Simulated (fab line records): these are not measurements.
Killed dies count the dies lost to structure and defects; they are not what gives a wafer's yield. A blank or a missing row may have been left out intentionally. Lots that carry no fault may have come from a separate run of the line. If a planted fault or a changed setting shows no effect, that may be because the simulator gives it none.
Tool commonality check || flow gf180mcu || 36 wafers sampled across 12 lots

WHAT PROMPTED THE OPENING
GF_PSD_RS_MEAS_14, reading NSD_RS: flagged on 2 of 12 lots. No-fault wafers: 46.41 ohm/sq, standard deviation 0.088.
Rule: a lot is flagged in two cases, either no wafer of it has a number, or all its wafers with numbers fall more than 4 standard deviations from that mean. The rest of the lots are taken to be sound.

{"lot": "L370", "measured": "day 14 17:53", "on": "film_metro-01", "NSD_RS (ohm/sq), wafer by wafer": "46.35 46.30 46.23", "flag": ""}
{"lot": "L372", "measured": "day 15 07:29", "on": "film_metro-02", "NSD_RS (ohm/sq), wafer by wafer": "46.41 46.44 46.47", "flag": ""}
{"lot": "L373", "measured": "day 15 13:07", "on": "film_metro-02", "NSD_RS (ohm/sq), wafer by wafer": "46.36 46.38 46.48", "flag": ""}
{"lot": "L374", "measured": "day 16 08:41", "on": "film_metro-03", "NSD_RS (ohm/sq), wafer by wafer": "46.48 46.57 46.47", "flag": ""}
{"lot": "L376", "measured": "day 16 21:07", "on": "film_metro-03", "NSD_RS (ohm/sq), wafer by wafer": "46.47 46.55 46.45", "flag": ""}
{"lot": "L380", "measured": "day 18 14:32", "on": "film_metro-02", "NSD_RS (ohm/sq), wafer by wafer": "46.49 46.41 46.44", "flag": ""}
{"lot": "L381", "measured": "day 18 16:55", "on": "film_metro-03", "NSD_RS (ohm/sq), wafer by wafer": "44.34 44.36 44.37", "flag": "FLAGGED"}
{"lot": "L382", "measured": "day 18 23:57", "on": "film_metro-01", "NSD_RS (ohm/sq), wafer by wafer": "44.39 44.47 44.56", "flag": "FLAGGED"}
{"lot": "L384", "measured": "day 20 09:38", "on": "film_metro-03", "NSD_RS (ohm/sq), wafer by wafer": "46.40 46.53 46.52", "flag": ""}
{"lot": "L387", "measured": "day 20 21:21", "on": "film_metro-03", "NSD_RS (ohm/sq), wafer by wafer": "46.49 46.48 46.49", "flag": ""}
{"lot": "L390", "measured": "day 21 19:57", "on": "film_metro-03", "NSD_RS (ohm/sq), wafer by wafer": "46.24 46.25 46.30", "flag": ""}
{"lot": "L392", "measured": "day 22 09:55", "on": "film_metro-01", "NSD_RS (ohm/sq), wafer by wafer": "46.32 46.43 46.40", "flag": ""}
On average the flagged lots' numbers are 44.41 ohm/sq, which is -1.99 ohm/sq against the usual, or -23 standard deviations.

TOOL THAT RAN EACH LOT
The record keeps 1 process step preceding the reading, out of 602 steps on the route. Read each cell as the tool, then ch plus the chambers that the sampled wafers visited, then the start.
{"lot": "L370", "flag": "", "GF_PSD_RTA_13": "rtp_anneal-02 ch 0, day 14 17:48"}
{"lot": "L372", "flag": "", "GF_PSD_RTA_13": "rtp_anneal-02 ch 0, day 15 07:25"}
{"lot": "L373", "flag": "", "GF_PSD_RTA_13": "rtp_anneal-02 ch 0, day 15 13:01"}
{"lot": "L374", "flag": "", "GF_PSD_RTA_13": "rtp_anneal-02 ch 0, day 16 08:36"}
{"lot": "L376", "flag": "", "GF_PSD_RTA_13": "rtp_anneal-01 ch 0, day 16 21:02"}
{"lot": "L380", "flag": "", "GF_PSD_RTA_13": "rtp_anneal-02 ch 0, day 18 14:26"}
{"lot": "L381", "flag": "FLAGGED", "GF_PSD_RTA_13": "rtp_anneal-02 ch 0, day 18 16:50"}
{"lot": "L382", "flag": "FLAGGED", "GF_PSD_RTA_13": "rtp_anneal-02 ch 0, day 18 23:47"}
{"lot": "L384", "flag": "", "GF_PSD_RTA_13": "rtp_anneal-01 ch 0, day 20 09:33"}
{"lot": "L387", "flag": "", "GF_PSD_RTA_13": "rtp_anneal-01 ch 0, day 20 21:15"}
{"lot": "L390", "flag": "", "GF_PSD_RTA_13": "rtp_anneal-01 ch 0, day 21 19:52"}
{"lot": "L392", "flag": "", "GF_PSD_RTA_13": "rtp_anneal-01 ch 0, day 22 09:48"}
These steps, and what they do:
- GF_PSD_RTA_13: time 20 s.
- GF_PSD_RS_MEAS_14: measures by four-point-probe.

FLAGGED AGAINST TOTAL, ONE TOOL AT A TIME (gauges that did the reading follow at the end)
{"step": "GF_PSD_RTA_13", "tool": "rtp_anneal-01", "lots run": 5, "flagged": 0, "share of the flagged lots": "none", "sound lots run after its first flagged lot": "-"}
{"step": "GF_PSD_RTA_13", "tool": "rtp_anneal-02", "lots run": 7, "flagged": 2, "share of the flagged lots": "all", "sound lots run after its first flagged lot": 0}
{"step": "GF_PSD_RS_MEAS_14", "tool": "film_metro-01", "lots run": 3, "flagged": 1, "share of the flagged lots": "some", "sound lots run after its first flagged lot": "1 (L392)"}
{"step": "GF_PSD_RS_MEAS_14", "tool": "film_metro-02", "lots run": 3, "flagged": 0, "share of the flagged lots": "none", "sound lots run after its first flagged lot": "-"}
{"step": "GF_PSD_RS_MEAS_14", "tool": "film_metro-03", "lots run": 6, "flagged": 1, "share of the flagged lots": "some", "sound lots run after its first flagged lot": "3 (L384,L387,L390)"}

WHAT THE TABLE PERMITS
In the table, 1 row covers all flagged lots: rtp_anneal-02 at GF_PSD_RTA_13.
- rtp_anneal-02 at GF_PSD_RTA_13: 2 of its 7 lots flagged. Last sound lot L380 at day 18 14:26, first flagged lot L381 at day 18 16:50; a fault beginning in between fits. Its own readings lie more than 4 standard deviations out on every wafer of the flagged lots: run_length_s.
rtp_anneal-02 at GF_PSD_RTA_13 is the single tool remaining.

WHAT THE SIMULATOR PUT IN
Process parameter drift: rtp_anneal-02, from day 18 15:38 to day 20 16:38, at GF_PSD_RTA_13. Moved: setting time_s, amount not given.
Struck lots among those shown: L381, L382. The rule given above showed the same thing.
